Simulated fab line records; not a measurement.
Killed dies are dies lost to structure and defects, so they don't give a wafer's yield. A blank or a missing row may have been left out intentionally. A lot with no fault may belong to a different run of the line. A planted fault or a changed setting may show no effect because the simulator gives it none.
fab line records ; flow sky130
record: lots: 12; wafers: 36; last-day: 50
route steps=708 shown VIA1@471 METAL2@485 PAD_OPEN@708
lots that met no fault: from a run of the same line without faults
start-h: the number of hours between the record's first day and the start of the first shown wafer of the lot ; wait-h: time in hours since the lot's previous step ; " repeats the value in the row above ; L1.1+2: several wafers, shown together as one row ; - no value, or no start given ; * or withheld: withheld ; < > ~ a bound
route shown NAME@n: NAME is a module with steps in the file, n the number in the route of the first one ; usual: the fault-free wafers' mean and standard deviation ; same: alike in all rows ; chamber/n: place in a boat ; sites: the reading at each site ; _std_site: standard deviation of those values ; _edge_site: inner sites' mean taken away from outer sites' mean ; radius-mm: how far each site lies from the wafer's centre ; mask NAME#n: copy n ; behind: the tool/chamber that last shaped the wafer ; hold: reason for holding the lot/hours on hold/outcome of the hold ; device: the n, p or np transistor that did not switch ; end of line: the tests these same wafers got at the end of their route ; step lacking rows: just its recipe ; killed: dies that structure and defects cost at the first sort, which is not the same as the wafer's yield ; map: dies across one wafer; x = killed, . = not, _ = none there
set.NAME: the setting that was run; set.NAME@STEP: the one run at that earlier step ; model.NAME: the simulator's own value behind a step, which no gauge read
a sample of lots followed through the steps of the route, with each step as a table and each wafer as a row
services: when a tool's chamber went out of use (start-h, in hours from the record's first day, below 0 if earlier), for how many hours, and the reason
== steps ==
step: SKY_VIA1_OVL_MEAS_13
usual: VIA1_OVL: 0/6.2
lot.wafer;tool;chamber;start-h;wait-h;VIA1_OVL[nm]
L313.1;overlay-01;-;789.87;0.1;6
L313.2;overlay-01;-;789.87;0.1;-1
L313.3;overlay-01;-;789.87;0.1;3
L316.1;overlay-02;-;819.18;0.1;-10
L316.2;overlay-02;-;819.18;0.1;-3
L316.5;overlay-02;-;819.18;0.1;-4
L319.1;overlay-01;-;846.17;0.1;7
L319.2;overlay-01;-;846.17;0.1;5
L319.5;overlay-01;-;846.17;0.1;2
L320.1;overlay-01;-;868.67;0.1;9
L320.4;overlay-01;-;868.67;0.1;5
L320.6;overlay-01;-;868.67;0.1;3
L323.1;overlay-01;-;877.48;0.1;-6
L323.4;overlay-01;-;877.48;0.1;-1
L323.6;overlay-01;-;877.48;0.1;-1
L322.2;overlay-02;-;883.43;0.1;0
L322.3;overlay-02;-;883.43;0.1;-3
L322.6;overlay-02;-;883.43;0.1;7
L321.1;overlay-01;-;884.12;0.1;-7
L321.3;overlay-01;-;884.12;0.1;-3
L321.5;overlay-01;-;884.12;0.1;-6
L324.2;overlay-01;-;892.08;0.1;15
L324.3;overlay-01;-;892.08;0.1;11
L324.6;overlay-01;-;892.08;0.1;7
L326.2;overlay-02;-;897.04;0.1;-13
L326.3;overlay-02;-;897.04;0.1;-3
L326.6;overlay-02;-;897.04;0.1;-11
L332.3;overlay-02;-;936.79;0.1;0
L332.4;overlay-02;-;936.79;0.1;1
L332.6;overlay-02;-;936.79;0.1;-7
L334.1;overlay-02;-;953.00;0.1;4
L334.3;overlay-02;-;953.00;0.1;-2
L334.5;overlay-02;-;953.00;0.1;1
L335.2;overlay-02;-;961.45;0.1;-1
L335.3;overlay-02;-;961.45;0.1;-2
L335.6;overlay-02;-;961.45;0.1;-2
step: SKY_VIA1_RS_MEAS_22
recipe: thk-meas-gauge: four-point-probe; reads: W_of_VIA1_CVD_21+TiN_of_VIA1_SPUTTER_20
usual: VIA1_W_RS: 0.433/0.0049
lot.wafer;tool;chamber;start-h;wait-h;VIA1_W_RS[ohm/sq]
L313.1;film-metro-03;-;790.78;0.1;0.434
L313.2;film-metro-03;-;790.78;0.1;0.432
L313.3;film-metro-03;-;790.78;0.1;0.435
L316.1;film-metro-03;-;820.05;0.1;0.437
L316.2;film-metro-03;-;820.05;0.1;0.438
L316.5;film-metro-03;-;820.05;0.1;0.442
L319.1;film-metro-01;-;847.05;0.1;0.432
L319.2;film-metro-01;-;847.05;0.1;0.437
L319.5;film-metro-01;-;847.05;0.1;0.437
L320.1;film-metro-03;-;869.54;0.1;0.437
L320.4;film-metro-03;-;869.54;0.1;0.438
L320.6;film-metro-03;-;869.54;0.1;0.436
L323.1;film-metro-01;-;878.35;0.1;0.427
L323.4;film-metro-01;-;878.35;0.1;0.431
L323.6;film-metro-01;-;878.35;0.1;0.425
L322.2;film-metro-01;-;884.32;0.1;0.437
L322.3;film-metro-01;-;884.32;0.1;0.433
L322.6;film-metro-01;-;884.32;0.1;0.436
L321.1;film-metro-03;-;885.03;0.1;0.422
L321.3;film-metro-03;-;885.03;0.1;0.430
L321.5;film-metro-03;-;885.03;0.1;0.429
L324.2;film-metro-03;-;892.97;0.1;0.444
L324.3;film-metro-03;-;892.97;0.1;0.443
L324.6;film-metro-03;-;892.97;0.1;0.435
L326.2;film-metro-03;-;897.93;0.1;0.434
L326.3;film-metro-03;-;897.93;0.1;0.432
L326.6;film-metro-03;-;897.93;0.1;0.440
L332.3;film-metro-01;-;937.73;0.1;0.447
L332.4;film-metro-01;-;937.73;0.1;0.442
L332.6;film-metro-01;-;937.73;0.1;0.440
L334.1;film-metro-02;-;953.90;0.1;0.434
L334.3;film-metro-02;-;953.90;0.1;0.439
L334.5;film-metro-02;-;953.90;0.1;0.432
L335.2;film-metro-02;-;962.37;0.1;0.434
L335.3;film-metro-02;-;962.37;0.1;0.429
L335.6;film-metro-02;-;962.37;0.1;0.432
step: SKY_VIA1_CMP_24
recipe: stop-on: SiO2; t-overpolish-s: 15; down-force-psi: 3.5; platen-rpm: 60; target-thk-nm: 0; pad-velocity-m-s: 0.94248
usual: motor-current-A: 11.2/1.6; overpolish-run-s: 14.999/0.0094; slurry-flow-ml-min: 149.9/0.41; t-overpolish-s: 15/0; time-to-endpoint-s: 64/3.2
lot.wafer;tool;chamber;start-h;wait-h;motor-current-A;overpolish-run-s;slurry-flow-ml-min;t-overpolish-s;time-to-endpoint-s
L313.2;cmp-01;3;791.01;0.1;10.5;15.002;149.4;15;63
L313.3;cmp-01;0;791.01;0.1;11.2;15.003;150.1;15;58
L313.1;cmp-01;1;791.01;0.1;9.2;14.998;150.4;15;67
L316.2;cmp-02;2;820.23;0.0;10.7;15.009;149.4;15;61
L316.1;cmp-02;0;820.23;0.0;13.5;15.001;149.3;15;63
L316.5;cmp-02;2;820.23;0.0;10.9;14.982;149.7;15;63
L319.1;cmp-01;2;847.23;0.1;11.3;14.996;149.7;15;64
L319.2;cmp-01;3;847.23;0.1;11.0;15.020;150.3;15;67
L319.5;cmp-01;2;847.23;0.1;11.2;15.003;150.1;15;64
L320.1;cmp-01;1;869.72;0.1;9.0;15.003;150.1;15;68
L320.4;cmp-01;2;869.72;0.1;11.3;15.013;149.3;15;61
L320.6;cmp-01;1;869.72;0.1;9.3;15.010;150.2;15;66
L323.4;cmp-01;0;878.53;0.0;10.8;12.368;149.8;12.379;62
L323.1;cmp-01;3;878.53;0.0;10.8;12.379;150.1;12.379;70
L323.6;cmp-01;1;878.53;0.0;9.1;12.375;149.9;12.379;71
L322.3;cmp-01;0;884.48;0.0;10.7;12.378;150.5;12.379;66
L322.2;cmp-01;1;884.48;0.0;9.3;12.376;149.8;12.379;69
L322.6;cmp-01;0;884.48;0.0;11.3;12.377;149.8;12.379;63
L321.3;cmp-02;1;885.21;0.0;13.0;14.993;149.8;15;62
L321.1;cmp-02;0;885.21;0.0;13.3;15.002;149.3;15;64
L321.5;cmp-02;2;885.21;0.0;10.4;15.004;149.4;15;64
L324.3;cmp-01;2;893.13;0.0;11.1;12.374;150.5;12.379;63
L324.2;cmp-01;0;893.13;0.0;10.8;12.371;149.5;12.379;59
L324.6;cmp-01;2;893.13;0.0;11.5;12.379;150.2;12.379;67
L326.2;cmp-02;1;898.09;0.0;13.8;14.980;149.3;15;60
L326.3;cmp-02;0;898.09;0.0;14.3;15.000;150.3;15;60
L326.6;cmp-02;1;898.09;0.0;13.5;15.009;150.2;15;59
L332.3;cmp-02;0;937.97;0.1;14.3;14.998;150.3;15;61
L332.4;cmp-02;1;937.97;0.1;14.3;15.018;150.1;15;61
L332.6;cmp-02;3;937.97;0.1;9.6;15.014;150.5;15;61
L334.3;cmp-02;1;954.18;0.1;14.2;15.012;150.7;15;62
L334.1;cmp-02;2;954.18;0.1;9.9;15.009;150.6;15;62
L334.5;cmp-02;3;954.18;0.1;10.0;14.981;149.9;15;62
L335.2;cmp-01;0;962.53;0.0;10.6;14.997;150.3;15;60
L335.3;cmp-01;1;962.53;0.0;9.6;15.004;150.6;15;67
L335.6;cmp-01;0;962.53;0.0;11.0;15.008;149.7;15;62
step: SKY_METAL2_SPUTTER_02
recipe: material: AlCu; target-thk-nm: 250; power-w: 10600; time-s: 13.3; chamber-pressure-pa: 0.4
usual: chamber-pressure-pa: 0.4000/0.00079; throttle-valve-pct: 30.2/1.1
lot.wafer;tool;chamber;start-h;wait-h;chamber-pressure-pa;throttle-valve-pct
L313.1;pvd-sputter-01;-;791.31;0.0;0.3997;31.6
L313.2;pvd-sputter-01;-;791.31;0.0;0.4012;31.8
L313.3;pvd-sputter-01;-;791.31;0.0;0.3984;30.4
L316.1;pvd-sputter-01;-;820.58;0.0;0.4004;30.2
L316.2;pvd-sputter-01;-;820.58;0.0;0.4004;31.4
L316.5;pvd-sputter-01;-;820.58;0.0;0.3995;29.5
L319.1;pvd-sputter-02;-;847.58;0.0;0.3999;31.2
L319.2;pvd-sputter-02;-;847.58;0.0;0.4002;30.0
L319.5;pvd-sputter-02;-;847.58;0.0;0.4007;31.2
L320.1;pvd-sputter-02;-;870.07;0.0;0.4000;31.1
L320.4;pvd-sputter-02;-;870.07;0.0;0.4008;30.3
L320.6;pvd-sputter-02;-;870.07;0.0;0.4004;29.8
L323.1;pvd-sputter-04;-;878.88;0.0;0.3997;28.8
L323.4;pvd-sputter-04;-;878.88;0.0;0.4009;30.3
L323.6;pvd-sputter-04;-;878.88;0.0;0.4005;28.9
L322.2;pvd-sputter-02;-;884.83;0.0;0.4001;30.0
L322.3;pvd-sputter-02;-;884.83;0.0;0.4002;31.2
L322.6;pvd-sputter-02;-;884.83;0.0;0.4001;31.0
L321.1;pvd-sputter-02;-;885.55;0.0;0.3985;29.9
L321.3;pvd-sputter-02;-;885.55;0.0;0.4001;31.1
L321.5;pvd-sputter-02;-;885.55;0.0;0.3995;30.1
L324.2;pvd-sputter-02;-;893.48;0.0;0.4007;31.1
L324.3;pvd-sputter-02;-;893.48;0.0;0.3999;29.9
L324.6;pvd-sputter-02;-;893.48;0.0;0.3998;30.2
L326.2;pvd-sputter-02;-;898.44;0.0;0.4008;30.1
L326.3;pvd-sputter-02;-;898.44;0.0;0.3998;30.0
L326.6;pvd-sputter-02;-;898.44;0.0;0.4013;31.0
L332.3;pvd-sputter-02;-;938.22;0.0;0.4005;29.8
L332.4;pvd-sputter-02;-;938.22;0.0;0.4001;31.1
L332.6;pvd-sputter-02;-;938.22;0.0;0.4010;30.1
L334.1;pvd-sputter-02;-;954.43;0.0;0.4008;31.0
L334.3;pvd-sputter-02;-;954.43;0.0;0.3995;29.9
L334.5;pvd-sputter-02;-;954.43;0.0;0.4001;31.0
L335.2;pvd-sputter-02;-;962.88;0.0;0.4004;30.8
L335.3;pvd-sputter-02;-;962.88;0.0;0.3996;30.0
L335.6;pvd-sputter-02;-;962.88;0.0;0.4001;29.9
step: SKY_PAD_OPEN_PROBE_99
usual: defect-limited-yield: 82.5/1.8; killed_at_M0_to_M3: 42/6.6; killed_at_M4_up: 3.0/1.8; killed-at-contacts: 25/5.1; killed-at-front-end: 15/4.4; killed-at-other: 0.3/0.56; killed-dies: 86/8.6; killed-open: 47/6.9; killed-short: 38/6; sort_bin_3_pad_short: 0.8/0.42; sort_bin_5_function: 10.6/1.5; sort_bin_6_memory: 6.1/1.1; sort-n-pass: 406/8.6; sort-yield-pct: 82.5/1.8
same: gross-dies: 492; killed-at-back-side: 0; sort_bin_4_leakage[%]: 0; sort_bin_8_speed[%]: 0
lot.wafer;tool;chamber;start-h;wait-h;defect-limited-yield[%];killed_at_M0_to_M3;killed_at_M4_up;killed-at-contacts;killed-at-front-end;killed-at-other;killed-dies;killed-open;killed-short;sort_bin_3_pad_short[%];sort_bin_5_function[%];sort_bin_6_memory[%];sort-n-pass;sort-yield-pct[%]
L313.1;prober-02;-;1074.53;0.1;85.0;26;4;24;20;0;74;39;33;0.6;8.5;5.9;418;85.0
L313.2;prober-02;-;1074.58;0.1;80.3;54;1;30;12;0;97;52;44;1.6;10.4;7.7;395;80.3
L313.3;prober-02;-;1074.63;0.2;84.8;31;1;34;9;0;75;42;33;0.4;9.8;5.1;417;84.8
L320.1;prober-01;-;1131.93;0.1;82.3;36;5;28;18;0;87;47;40;0.4;11.8;5.5;405;82.3
L320.4;prober-01;-;1132.08;0.2;81.7;43;6;22;19;0;90;47;43;1.0;10.6;6.7;402;81.7
L320.6;prober-01;-;1132.18;0.2;83.3;38;4;24;16;0;82;47;35;1.2;9.3;6.1;410;83.3
L323.1;prober-02;-;1143.53;0.1;82.9;34;4;23;23;0;84;34;49;1.2;10.0;5.9;408;82.9
L323.4;prober-02;-;1143.68;0.2;82.3;50;1;25;11;0;87;45;41;0.8;8.5;8.3;405;82.3
L323.6;prober-02;-;1143.78;0.2;82.7;44;6;24;11;0;85;40;45;0.8;11.2;5.3;407;82.7
L322.2;prober-01;-;1144.66;0.1;83.7;44;0;27;9;0;80;44;36;1.6;10.0;4.7;412;83.7
L322.3;prober-01;-;1144.71;0.2;83.7;34;2;26;18;0;80;43;37;0.6;9.1;6.5;412;83.7
L322.6;prober-01;-;1144.86;0.2;84.3;44;3;22;8;0;77;35;42;1.0;9.1;5.5;415;84.3
L321.1;prober-02;-;1145.26;0.1;79.9;59;5;25;9;1;99;52;47;1.4;12.6;6.1;393;79.9
L321.3;prober-02;-;1145.36;0.2;84.8;40;3;23;8;1;75;48;26;0.2;10.8;4.3;417;84.8
L321.5;prober-02;-;1145.46;0.2;82.7;43;5;24;13;0;85;48;37;0.4;12.4;4.5;407;82.7
L326.2;prober-01;-;1154.13;0.1;80.9;42;1;30;21;0;94;61;32;0.8;11.0;7.3;398;80.9
L326.3;prober-01;-;1154.18;0.2;85.2;39;6;19;9;0;73;39;33;0.6;9.8;4.5;419;85.2
L326.6;prober-01;-;1154.33;0.2;85.6;38;2;16;15;0;71;45;25;0.8;7.5;6.1;421;85.6
killed by level:class
L313.1 CONTACT:geometric-particle:open=8 FIELD_ISO:geometric-particle:short=5 FIELD_ISO:geometric-particle:open=5 CONTACT:geometric-particle:short=5 POLY_GATE:geometric-particle:short=5 LOCAL_INTERCONNECT:geometric-particle:short=5 VIA1:geometric-particle:open=5 VIA3:geometric-particle:open=4
L313.2 VIA3:geometric-particle:open=11 LI_CONTACT:geometric-particle:open=9 VIA2:geometric-particle:open=9 VIA1:geometric-particle:open=8 CONTACT:geometric-particle:open=7 METAL1:geometric-particle:short=7 METAL2:geometric-particle:short=6 POLY_GATE:geometric-particle:short=5
L313.3 LI_CONTACT:geometric-particle:open=11 CONTACT:geometric-particle:open=9 VIA1:geometric-particle:open=7 LOCAL_INTERCONNECT:geometric-particle:short=6 LI_CONTACT:geometric-particle:short=5 VIA2:geometric-particle:open=5 METAL1:geometric-particle:short=4 METAL2:geometric-particle:short=3
L320.1 CONTACT:geometric-particle:open=11 VIA1:geometric-particle:open=11 FIELD_ISO:geometric-particle:short=8 LI_CONTACT:geometric-particle:open=7 FIELD_ISO:geometric-particle:open=6 CONTACT:geometric-particle:short=6 METAL1:geometric-particle:short=6 METAL3:geometric-particle:short=4
L320.4 CONTACT:geometric-particle:open=10 VIA1:geometric-particle:open=8 FIELD_ISO:geometric-particle:open=6 FIELD_ISO:geometric-particle:short=6 VIA3:geometric-particle:open=6 VIA2:geometric-particle:open=6 LI_CONTACT:geometric-particle:open=5 METAL4:geometric-particle:short=5
L320.6 VIA1:geometric-particle:open=10 CONTACT:geometric-particle:open=10 METAL1:geometric-particle:short=6 VIA3:geometric-particle:open=6 LI_CONTACT:geometric-particle:open=5 VIA2:geometric-particle:open=5 CONTACT:geometric-particle:short=4 VIA1:geometric-particle:short=4
L323.1 FIELD_ISO:geometric-particle:short=9 VIA1:geometric-particle:open=9 POLY_GATE:geometric-particle:short=8 CONTACT:geometric-particle:short=8 LI_CONTACT:geometric-particle:open=5 VIA3:geometric-particle:open=5 CONTACT:geometric-particle:open=5 METAL2:geometric-particle:short=5
L323.4 VIA1:geometric-particle:open=10 LI_CONTACT:geometric-particle:open=8 VIA3:geometric-particle:open=8 METAL2:geometric-particle:short=7 LOCAL_INTERCONNECT:geometric-particle:short=6 CONTACT:geometric-particle:open=6 VIA2:geometric-particle:open=6 VIA1:geometric-particle:short=6
L323.6 VIA2:geometric-particle:open=9 VIA1:geometric-particle:open=8 LI_CONTACT:geometric-particle:open=6 CONTACT:geometric-particle:open=6 VIA2:geometric-particle:short=6 CONTACT:geometric-particle:short=5 VIA3:geometric-particle:short=5 VIA1:geometric-particle:short=4
L322.2 CONTACT:geometric-particle:open=12 VIA1:geometric-particle:open=8 LOCAL_INTERCONNECT:geometric-particle:short=7 METAL1:geometric-particle:short=6 VIA3:geometric-particle:open=6 CONTACT:geometric-particle:short=5 VIA1:geometric-particle:short=5 METAL2:geometric-particle:short=5
L322.3 CONTACT:geometric-particle:open=10 VIA1:geometric-particle:open=9 POLY_GATE:geometric-particle:short=7 METAL2:geometric-particle:short=6 LI_CONTACT:geometric-particle:open=5 LOCAL_INTERCONNECT:geometric-particle:short=4 CONTACT:geometric-particle:short=4 VIA2:geometric-particle:open=4
L322.6 CONTACT:geometric-particle:open=7 LOCAL_INTERCONNECT:geometric-particle:short=7 METAL2:geometric-particle:short=7 VIA1:geometric-particle:open=6 VIA2:geometric-particle:open=6 METAL1:geometric-particle:short=5 LI_CONTACT:geometric-particle:open=4 VIA3:geometric-particle:short=4
L321.1 VIA1:geometric-particle:open=12 VIA3:geometric-particle:open=11 VIA2:geometric-particle:open=8 CONTACT:geometric-particle:open=7 METAL2:geometric-particle:short=7 METAL3:geometric-particle:short=7 VIA2:geometric-particle:short=6 LOCAL_INTERCONNECT:geometric-particle:short=5
L321.3 CONTACT:geometric-particle:open=9 VIA1:geometric-particle:open=9 VIA3:geometric-particle:open=8 VIA2:geometric-particle:open=6 VIA1:geometric-particle:short=5 LOCAL_INTERCONNECT:geometric-particle:short=5 LI_CONTACT:geometric-particle:open=4 FIELD_ISO:geometric-particle:open=3
L321.5 VIA1:geometric-particle:open=11 CONTACT:geometric-particle:open=10 VIA3:geometric-particle:open=7 METAL1:geometric-particle:short=6 VIA2:geometric-particle:open=6 LI_CONTACT:geometric-particle:open=5 METAL4:geometric-particle:short=5 METAL2:geometric-particle:short=4
L326.2 CONTACT:geometric-particle:open=12 VIA1:geometric-particle:open=12 LI_CONTACT:geometric-particle:open=11 POLY_GATE:geometric-particle:open=7 VIA3:geometric-particle:open=7 METAL2:geometric-particle:short=5 FIELD_ISO:geometric-particle:short=4 FIELD_ISO:geometric-particle:open=4
L326.3 VIA1:geometric-particle:open=13 CONTACT:geometric-particle:open=8 VIA2:geometric-particle:open=6 FIELD_ISO:geometric-particle:short=4 METAL4:geometric-particle:short=4 VIA3:geometric-particle:short=4 FIELD_ISO:geometric-particle:open=3 LI_CONTACT:geometric-particle:open=3
L326.6 VIA3:geometric-particle:open=10 VIA1:geometric-particle:open=9 VIA2:geometric-particle:open=7 METAL2:geometric-particle:short=5 LI_CONTACT:geometric-particle:open=5 LOCAL_INTERCONNECT:geometric-particle:short=5 CONTACT:geometric-particle:open=5 FIELD_ISO:geometric-particle:open=4
== services ==
tool;chamber;start-h;hours;kind
pvd-sputter-02;-;768.60;6.7;repair
cmp-02;-;769.29;1.8;repair
cmp-02;-;775.22;1.1;repair
cmp-01;-;776.88;5.4;pm
pvd-sputter-02;-;792.76;5.5;repair
pvd-sputter-04;-;824.54;15.2;repair
cmp-01;-;836.99;4.8;pm
pvd-sputter-04;-;845.26;5.4;repair
pvd-sputter-04;-;848.16;11.0;repair
cmp-01;-;898.71;1.2;repair
pvd-sputter-02;-;906.10;0.5;repair
cmp-01;-;912.20;4.0;pm
cmp-01;-;916.20;-;consumable-replace:conditioner
cmp-01;-;916.20;-;consumable-replace:pad
cmp-02;-;916.20;6.6;pm
cmp-01;-;923.05;3.1;repair
pvd-sputter-01;-;935.25;5.0;repair
== key ==
first-sign: step: SKY_VIA1_CMP_24; reading: t-overpolish-s; direction: down; sigmas: 99+; usual: 15; struck: 12.379
effect: step: SKY_VIA1_CMP_24; reading: overpolish-run-s; direction: down; sigmas: 99+; usual: 14.999; struck: 12.375
met-at SKY_VIA1_CMP_24
struck-lots L322,L323,L324
not-acting-at SKY_VIA1_OVL_MEAS_13,SKY_VIA1_RS_MEAS_22,SKY_METAL2_SPUTTER_02
onset-between 869.72 878.53
fault: kind: process-parameter-drift; tool: cmp-01; chamber: -; onset-h: 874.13; steps: SKY_VIA1_CMP_24; channel: t-overpolish-s; offset: -2.6208; shape: step; end-h: 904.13; acts-in: these-recipes-only; stated: 15
